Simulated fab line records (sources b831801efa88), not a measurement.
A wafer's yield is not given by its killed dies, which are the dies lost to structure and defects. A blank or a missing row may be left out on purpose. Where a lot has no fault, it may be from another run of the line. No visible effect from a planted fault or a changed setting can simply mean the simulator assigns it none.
8D (eight disciplines) problem report, filled in by code | flow sky130 | the parts of the form that need people (team, actions taken, sign-off) are left out

## 1. WHAT IS WRONG
Wafers free of any fault read 625.1 ohm/sq (standard deviation 1.6) for NWELL_RS at SKY_NWELL_RS_MEAS_29, against a mean of 609.5 ohm/sq on 9 wafers of 3 lots. That puts it -9.7 standard deviations away from the usual mean.
The step: measures by four-point-probe.
First seen on wafer L259.2, day 9 04:08, on filmMetro-04. At this step, 36 wafers from 12 lots have a number in the record. Rule for "out", or "out of limits": more than 4 standard deviations from the usual mean. The rest of the wafers with a number are treated as sound.

## 2. WHAT IT IS, WHAT IT ISN'T
question                    | is                         | is not
which readings at this step | NWELL_RS                   | -
which lots                  | L259, L261, L265           | L245, L246, L248, L249, L252, L254, L255, L256, L268
which wafers of those lots  | all that have a number     | -
read on which gauges        | filmMetro-03, filmMetro-04 | filmMetro-02
when                        | from day 9 04:08           | up to then (24 sound wafers); but 3 sound wafers of L268 came after

## 3. THE SUSPECTS, EACH WITH WHAT RULES IT OUT
Counting: any tool at a process step up to the reading is kept as a suspect provided that every lot that is out went through it and no sound lot did after the first of them.
- ruled out: the gauge at SKY_NWELL_RS_MEAS_29. The wafers that are out were read on 2 gauges (filmMetro-03, filmMetro-04).
- implanter-04 at SKY_NWELL_IMPLANT_13: kept. It ran every lot that is out, first L259 (day 8 07:31), and no sound lot after that; its last sound lot up to then is L255 (day 6 21:46). Out on those wafers are its own readings of doseIonsCm2, faradayCurrentUA.
Remaining after the count: implanter-04 at SKY_NWELL_IMPLANT_13.

## 4. THE CAUSE (what the simulator had put in)
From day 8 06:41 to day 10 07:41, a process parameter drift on implanter-04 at SKY_NWELL_IMPLANT_13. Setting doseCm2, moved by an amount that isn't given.
The count eliminated every tool but this one.

## 5. THE CHAIN OF EFFECTS, in route order
Rows list readings where the struck wafers' mean (over those with a number) sits beyond 3 standard deviations from the usual. Scope: only readings with a usual standard deviation given in the record; hours: median across lots of the time from each lot's start at the first step in this table that gives one to its start at this step; sigmas: change in usual standard deviations.
hours | step                 | reading          | usual        | on struck wafers | change     | sigmas
0     | SKY_NWELL_IMPLANT_13 | doseIonsCm2      | 6.998e+11    | 1.291e+12        | +5.913e+11 | +99 or more
0     | SKY_NWELL_IMPLANT_13 | faradayCurrentUA | 3.95         | 7.28             | +3.33      | +43
21    | SKY_NWELL_RS_MEAS_29 | NWELL_RS         | 625.1 ohm/sq | 609.5            | -15.6      | -9.7
Process steps it contains:
- SKY_NWELL_IMPLANT_13
At these later measuring or inspecting steps, every struck wafer for which the step has a row has a number for every such reading, and none has moved that far: SKY_VT_ADJUST_HVTP_CD_MEAS_07.

## 6. HOW IT WOULD HAVE BEEN CAUGHT EARLIER
Counted from the fault's start at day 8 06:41, it took 21 hours until the first out-of-limits reading at a measuring or inspecting step in this record, taken at day 9 04:08.
At SKY_NWELL_IMPLANT_13, the tool's own readings (doseIonsCm2, faradayCurrentUA) were out on each struck wafer the step has a row for, so an alarm limit on them would have fired on the first such wafer.
Of the lots that are out (3), L265 began SKY_NWELL_IMPLANT_13 on implanter-04 after day 9 04:08. Putting the tool on hold at that point would have spared it.
